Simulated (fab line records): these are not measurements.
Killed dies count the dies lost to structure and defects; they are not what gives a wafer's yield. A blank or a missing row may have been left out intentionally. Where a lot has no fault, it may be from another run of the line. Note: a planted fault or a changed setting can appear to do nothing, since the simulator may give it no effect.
One fault through the eyes of 2 desks + flow sfq line + each desk holds nothing but its own numbers, with what lay behind them at the end

## DESK OF THE TOOL OWNER: rie metal-04
The tool's own readings at SFQ_TRILAYER_M3_BARC_OPEN_METAL_ETCH_100 (etches BARC in O2, target depth 125 nm, time 41.7 s): means of the sampled wafers that have a number, for each lot that ran on this tool. Any lot whose mean is over 4 standard deviations away from the usual mean is out of limits and marked OUT; that distance is given in the brackets.
Columns: A = drypump motor current A at SFQ_TRILAYER_M3_BARC_OPEN_METAL_ETCH_100, usual 5.53 A; B = oes product au at SFQ_TRILAYER_M3_BARC_OPEN_METAL_ETCH_100, usual 0.685 a.u.
| lot  | first seen here | A    | B     |
|------|-----------------|------|-------|
| L311 | day 29 00:18    | 5.58 | 0.683 |
| L323 | day 34 09:43    | 5.59 | 0.682 |
This desk's verdict: no lot among the 2 shows anything out of limits.

## AT THE METROLOGY DESK
What the gauges read, lot by lot, whatever tool the lot ran on: means of the sampled wafers that have a number. Any lot whose mean is over 4 standard deviations away from the usual mean is out of limits and marked OUT; that distance is given in the brackets.
Columns: A = M3_NB_RS at SFQ_M3_RS_MEAS_919, usual 0.888 ohm/sq; B = M3_OVL at SFQ_M3_OVL_MEAS_921, usual 0 nm
| lot  | first seen here | A     | B  |
|------|-----------------|-------|----|
| L311 | day 22 22:22    | 0.888 | -9 |
| L313 | day 23 19:56    | 0.872 | 5  |
| L323 | day 28 10:57    | 0.898 | 2  |
| L330 | day 31 09:46    | 0.890 | 6  |
| L332 | day 32 02:33    | 0.886 | -1 |
This desk's verdict: no lot among the 5 shows anything out of limits.

## BROUGHT TOGETHER
The tool owner's desk saw nothing out of limits.
The metrology desk saw nothing out of limits.

## WHAT THE SIMULATOR PUT IN
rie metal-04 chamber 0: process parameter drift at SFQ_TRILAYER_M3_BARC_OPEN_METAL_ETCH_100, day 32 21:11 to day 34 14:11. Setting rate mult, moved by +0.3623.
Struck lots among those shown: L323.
